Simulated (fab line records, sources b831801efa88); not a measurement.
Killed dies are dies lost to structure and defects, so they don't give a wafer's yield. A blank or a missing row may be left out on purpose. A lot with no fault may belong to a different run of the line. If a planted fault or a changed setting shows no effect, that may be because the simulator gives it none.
Lot-split experiment	flow sky130	route with 708 steps; 5 lots, 23 wafers read

ON THE SPLIT
At SKY_VT_ADJUST_HVTP_DEVELOP_06 (develop time 60 s), the setting dev temp c was moved away from the recipe's 23 C on 8 of the 23 wafers read, by -14.8% to +12.5%. For the rest of the wafers, this setting stayed at what the recipe calls for.

The file shows no step between the split and the reading.

THE READING
At SKY_VT_ADJUST_HVTP_CD_MEAS_07: cd nm in nanometres, against a target cd of 380 nm. On this fab line, fault-free wafers typically give 380.1 nm with a standard deviation of 2.2 nm.

wafer	tool, chamber at the split	dev temp c as run, C	against the recipe	cd nm, nm	against lot-mates on the recipe
L076.2	litho track-03, 0	25.88	+12.5%	370.9	-10.2
L076.3	litho track-03, 0	25.88	+12.5%	369.9	-11.2
L076.4	litho track-03, 0	25.88	+12.5%	372.1	-8.9
L076.5	litho track-03, 0	23	recipe	378.8	-
L076.6	litho track-03, 0	23	recipe	383.3	-
L080.1	litho track-03, 0	23	recipe	377.3	-
L080.3	litho track-03, 0	19.59	-14.8%	386.6	+10.6
L080.4	litho track-03, 0	19.59	-14.8%	386.8	+10.8
L080.5	litho track-03, 0	23	recipe	375.2	-
L080.6	litho track-03, 0	23	recipe	375.5	-
L081.1	litho track-02, 0	24.58	+6.9%	373.3	-5.5
L081.2	litho track-02, 0	23	recipe	378.2	-
L081.3	litho track-02, 0	24.58	+6.9%	372.5	-6.3
L081.4	litho track-02, 0	23	recipe	379.4	-
L081.6	litho track-02, 0	24.58	+6.9%	373.5	-5.3
L082.1	litho track-02, 0	23	recipe	380.6	-
L082.2	litho track-02, 0	23	recipe	378.6	-
L082.4	litho track-02, 0	23	recipe	378.2	-
L082.5	litho track-02, 0	23	recipe	378.8	-
L082.6	litho track-02, 0	23	recipe	379.2	-
L084.3	litho track-03, 0	23	recipe	379.1	-
L084.5	litho track-03, 0	23	recipe	377.9	-
L084.6	litho track-03, 0	23	recipe	380.0	-

FIT RESULTS
A straight line over all 23 wafers: cd nm changes by -0.603 nm for each +1% of dev temp c; r = -0.93; the points scatter about the line by 1.7 nm.
The same after taking each lot's own level away (the mean of its wafers on the recipe; 23 wafers): -0.769 nm for each +1%; r = -0.98; scatter 1.1 nm.
The reading moves by 11 nm for the largest change in dev temp c, on that fit.
The lots' own levels span 376.00 to 381.05 nm, that is 2.3 times the standard deviation above.
Thus the slope moves with the lot-to-lot level: the two fits are different.
Check: +11.5 nm against its lot-mates is what the line predicts for one of the wafers moved furthest among these (-14.8%) when that wafer is left out of the fit. Against them it came out at +10.6 nm.

THESE WAFERS: OTHER SPLITS
Other splits were also applied to these wafers ahead of the reading. Each is held against what the fit with the lots' levels taken away leaves over:
other split on the same wafers	wafers away from the commonest value	r with cd nm (lot level and that fit taken away)
SKY_FIELD_ISO_CVD_03 temp c	18	-0.04
SKY_FIELD_ISO_EXPOSE_10 dose mj	5	+0.05
SKY_FIELD_ISO_ETCH_14 time s	7	-0.05
SKY_FIELD_ISO_OXIDATION_22 ox time s	15	-0.10
SKY_DNWELL_EXPOSE_04 dose mj	9	-0.34
SKY_PWDE_IMPLANT_08 energy kev	5	-0.06
SKY_NWELL_IMPLANT_24 energy kev	8	-0.18

FILE'S OWN FIT
cd nm changes by -0.764 nm for each +1% of dev temp c, r = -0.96.
